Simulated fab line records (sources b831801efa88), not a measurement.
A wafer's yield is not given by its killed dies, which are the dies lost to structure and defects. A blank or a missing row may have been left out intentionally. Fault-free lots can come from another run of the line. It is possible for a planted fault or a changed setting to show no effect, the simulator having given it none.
What tool caused it?	flow sky130	Sampling: 24 lots, 72 wafers, 4 of 708 route steps

## WHAT EACH GAUGE READ, for each wafer
SKY_VIA4_THK_MEAS_01. Usual: VIA4_HDPCVD_THK typically reads 1758 nm, with standard deviation 18.
lot	measured	on	VIA4_HDPCVD_THK (nm)	flag
L074	day 42 18:38	film_metro-01	1767 1770 1761	
L075	day 42 19:19	film_metro-04	1727 1742 1766	
L077	day 42 19:36	film_metro-04	1750 1754 1753	
L076	day 42 20:32	film_metro-02	1780 1768 1760	
L078	day 44 12:40	film_metro-04	1757 1747 1746	
L079	day 44 12:56	film_metro-04	1749 1789 1742	
L081	day 44 13:19	film_metro-01	1739 1781 1772	
L080	day 44 13:58	film_metro-04	1730 1762 1723	
L082	day 44 15:12	film_metro-01	1757 1764 1743	
L084	day 44 20:28	film_metro-04	1744 1726 1731	
L083	day 44 22:40	film_metro-01	1790 1773 1806	
L085	day 44 23:01	film_metro-01	1769 1739 1780	
L086	day 44 23:50	film_metro-01	1744 1730 1780	
L087	day 45 10:02	film_metro-01	1746 1741 1772	
L088	day 45 18:43	film_metro-04	1766 1789 1734	
L089	day 45 20:08	film_metro-01	1790 1739 1776	
L090	day 46 08:46	film_metro-01	1750 1761 1735	
L091	day 46 11:57	film_metro-01	1764 1789 1773	
L092	day 46 15:33	film_metro-02	1758 1754 1764	
L093	day 47 02:47	film_metro-01	1778 1793 1788	
L094	day 47 06:08	film_metro-02	1753 1776 1760	
L095	day 47 14:33	film_metro-04	1761 1756 1761	
L096	day 47 16:32	film_metro-01	1752 1763 1743	
L097	day 47 22:30	film_metro-02	1772 1760 1747	

SKY_METAL5_THK_MEAS_06: measures by xrf. Usual: METAL5_ALCU_THK typically reads 1135 nm, with standard deviation 16.
lot	measured	on	METAL5_ALCU_THK (nm)	flag
L074	day 43 18:59	film_metro-03	1145 1129 1138	
L075	day 43 19:55	film_metro-01	1121 1121 1110	
L077	day 43 20:32	film_metro-04	1138 1120 1126	
L076	day 43 21:26	film_metro-04	1112 1117 1143	
L078	day 45 12:36	film_metro-03	1148 1132 1102	
L079	day 45 13:27	film_metro-01	1141 1145 1136	
L081	day 45 13:48	film_metro-03	1137 1144 1133	
L080	day 45 14:44	film_metro-01	1157 1151 1126	
L082	day 45 15:13	film_metro-03	1151 1140 1115	
L084	day 45 20:49	film_metro-04	1146 1155 1149	
L083	day 45 22:55	film_metro-04	1150 1120 1152	
L085	day 45 23:34	film_metro-04	1122 1163 1169	
L086	day 45 23:53	film_metro-01	1129 1146 1134	
L087	day 46 10:25	film_metro-04	1156 1143 1132	
L088	day 46 17:22	film_metro-03	1117 1141 1104	
L089	day 46 17:37	film_metro-03	1154 1133 1137	
L090	day 47 08:27	film_metro-03	1130 1143 1138	
L091	day 47 10:41	film_metro-03	1116 1102 1113	
L092	day 47 13:45	film_metro-03	1140 1123 1141	
L093	day 48 00:57	film_metro-01	1115 1121 1123	
L094	day 48 02:43	film_metro-04	1158 1149 1159	
L095	day 48 12:54	film_metro-01	1129 1103 1115	
L096	day 48 15:17	film_metro-03	1147 1124 1118	
L097	day 48 19:16	film_metro-03	1146 1141 1146	

## WHICH TOOL RAN EACH LOT (tool, then ch and the chambers of the sampled wafers, then the start)
lot	SKY_CAP2M_STRIP_14	SKY_METAL4_DESCUM_15
L074	plasma_asher-03 ch 0,1, day 41 16:58	rie_metal-01 ch 0,1, day 42 17:29
L075	plasma_asher-04 ch 0,1, day 41 17:32	rie_metal-02 ch 0,1, day 42 18:08
L077	plasma_asher-03 ch 0,1, day 41 17:52	rie_metal-03 ch 0,1, day 42 18:22
L076	plasma_asher-03 ch 0,1, day 41 19:19	rie_metal-02 ch 0,1, day 42 19:22
L078	plasma_asher-03 ch 0,1, day 43 11:50	rie_metal-02 ch 0, day 44 11:26
L079	plasma_asher-02 ch 0,1, day 43 12:02	rie_metal-01 ch 0,1, day 44 11:34
L081	plasma_asher-03 ch 0,1, day 43 12:47	rie_metal-01 ch 0,1, day 44 12:08
L080	plasma_asher-03 ch 0,1, day 43 13:41	rie_metal-01 ch 0,1, day 44 12:46
L082	plasma_asher-02 ch 0,1, day 43 14:38	rie_metal-01 ch 1, day 44 13:56
L084	plasma_asher-04 ch 0,1, day 43 20:14	rie_metal-02 ch 0, day 44 19:14
L083	plasma_asher-02 ch 0,1, day 43 22:32	rie_metal-02 ch 0, day 44 21:26
L085	plasma_asher-04 ch 0,1, day 43 22:44	rie_metal-02 ch 0, day 44 21:46
L086	plasma_asher-03 ch 0,1, day 43 23:40	rie_metal-03 ch 0,1, day 44 22:44
L087	plasma_asher-03 ch 0,1, day 44 09:26	rie_metal-03 ch 0,1, day 45 08:55
L088	plasma_asher-04 ch 0,1, day 44 19:26	rie_metal-03 ch 0,1, day 45 17:34
L089	plasma_asher-04 ch 0,1, day 44 20:41	rie_metal-03 ch 0,1, day 45 19:02
L090	plasma_asher-04 ch 0,1, day 45 10:26	rie_metal-02 ch 0,1, day 46 07:40
L091	plasma_asher-04 ch 0,1, day 45 13:20	rie_metal-01 ch 0,1, day 46 10:49
L092	plasma_asher-04 ch 0,1, day 45 16:53	rie_metal-02 ch 0,1, day 46 14:25
L093	plasma_asher-03 ch 0,1, day 46 05:05	rie_metal-02 ch 0,1, day 47 01:40
L094	plasma_asher-04 ch 0,1, day 46 08:52	rie_metal-01 ch 0,1, day 47 04:59
L095	plasma_asher-04 ch 0,1, day 46 16:05	rie_metal-02 ch 0,1, day 47 13:16
L096	plasma_asher-04 ch 0,1, day 46 18:23	rie_metal-03 ch 0, day 47 15:16
L097	plasma_asher-02 ch 0,1, day 47 00:08	rie_metal-03 ch 0,1, day 47 21:10
- SKY_CAP2M_STRIP_14: strips in O2/N2.
- SKY_METAL4_DESCUM_15: chemistry O2, time 8 s.

## AS READ BY THE TOOLS THEMSELVES (means over the sampled wafers that have a number; for cases with no such wafer, the mark the record gives instead)
SKY_CAP2M_STRIP_14. Usual: drypump_motor_current_A 5.72 A, standard deviation 0.27; oes_product_au 0.710 a.u., standard deviation 0.0042; strip_time_to_endpoint_s 12.70 s, standard deviation 0.046.
lot	tool	drypump_motor_current_A (A)	oes_product_au (a.u.)	strip_time_to_endpoint_s (s)	flag
L074	plasma_asher-03	5.57	0.711	12.69	
L075	plasma_asher-04	5.97	0.713	12.73	
L077	plasma_asher-03	5.56	0.707	12.73	
L076	plasma_asher-03	5.56	0.706	12.75	
L078	plasma_asher-03	5.51	0.711	12.68	
L079	plasma_asher-02	5.67	0.709	12.68	
L081	plasma_asher-03	5.60	0.711	12.73	
L080	plasma_asher-03	5.50	0.706	12.74	
L082	plasma_asher-02	5.69	0.709	12.71	
L084	plasma_asher-04	6.00	0.710	12.74	
L083	plasma_asher-02	5.75	0.712	12.65	
L085	plasma_asher-04	5.79	0.713	12.75	
L086	plasma_asher-03	5.57	0.707	12.71	
L087	plasma_asher-03	5.49	0.709	12.72	
L088	plasma_asher-04	5.98	0.709	12.68	
L089	plasma_asher-04	5.78	0.708	12.69	
L090	plasma_asher-04	5.79	0.707	12.62	
L091	plasma_asher-04	5.78	0.709	12.73	
L092	plasma_asher-04	5.78	0.711	12.67	
L093	plasma_asher-03	5.50	0.708	12.71	
L094	plasma_asher-04	5.78	0.712	12.73	
L095	plasma_asher-04	5.97	0.713	12.68	
L096	plasma_asher-04	5.79	0.709	12.72	
L097	plasma_asher-02	5.72	0.712	12.75	

SKY_METAL4_DESCUM_15. Usual: drypump_motor_current_A 5.7 A, standard deviation 0.62; oes_product_au 1.004 a.u., standard deviation 0.0098.
lot	tool	drypump_motor_current_A (A)	oes_product_au (a.u.)	flag
L074	rie_metal-01	5.3	0.993	
L075	rie_metal-02	6.0	1.005	
L077	rie_metal-03	5.8	1.004	
L076	rie_metal-02	6.0	1.007	
L078	rie_metal-02	6.4	1.003	
L079	rie_metal-01	5.3	1.004	
L081	rie_metal-01	5.3	1.003	
L080	rie_metal-01	5.3	1.009	
L082	rie_metal-01	5.3	1.003	
L084	rie_metal-02	6.4	1.005	
L083	rie_metal-02	6.4	1.017	
L085	rie_metal-02	6.3	1.012	
L086	rie_metal-03	5.2	1.017	
L087	rie_metal-03	5.2	1.006	
L088	rie_metal-03	5.7	1.005	
L089	rie_metal-03	5.2	0.997	
L090	rie_metal-02	6.0	0.994	
L091	rie_metal-01	5.3	1.000	
L092	rie_metal-02	6.2	0.999	
L093	rie_metal-02	6.2	1.000	
L094	rie_metal-01	5.3	0.995	
L095	rie_metal-02	6.2	1.005	
L096	rie_metal-03	4.7	1.014	
L097	rie_metal-03	5.8	1.004	

## THE ANSWER, worked out from the rows above alone
Rule: take the mean of a lot's wafers that have a number; if it is more than 3 standard deviations from the usual mean, the lot is off. A lot without any number at a reading at which 4 lots or more have one is off too. Where the step has rows for the other lots, those lots are counted as sound. First the gauges in route order, then the tools' own readings, where a lot's mean is used as printed above. The first step at which some lot is off is used, and at that step the reading that is off furthest; a lot without a number counts as furthest.
No lot is off on any of the readings shown, so nothing can be concluded from this.

## WHAT THE SIMULATOR HAD INSERTED
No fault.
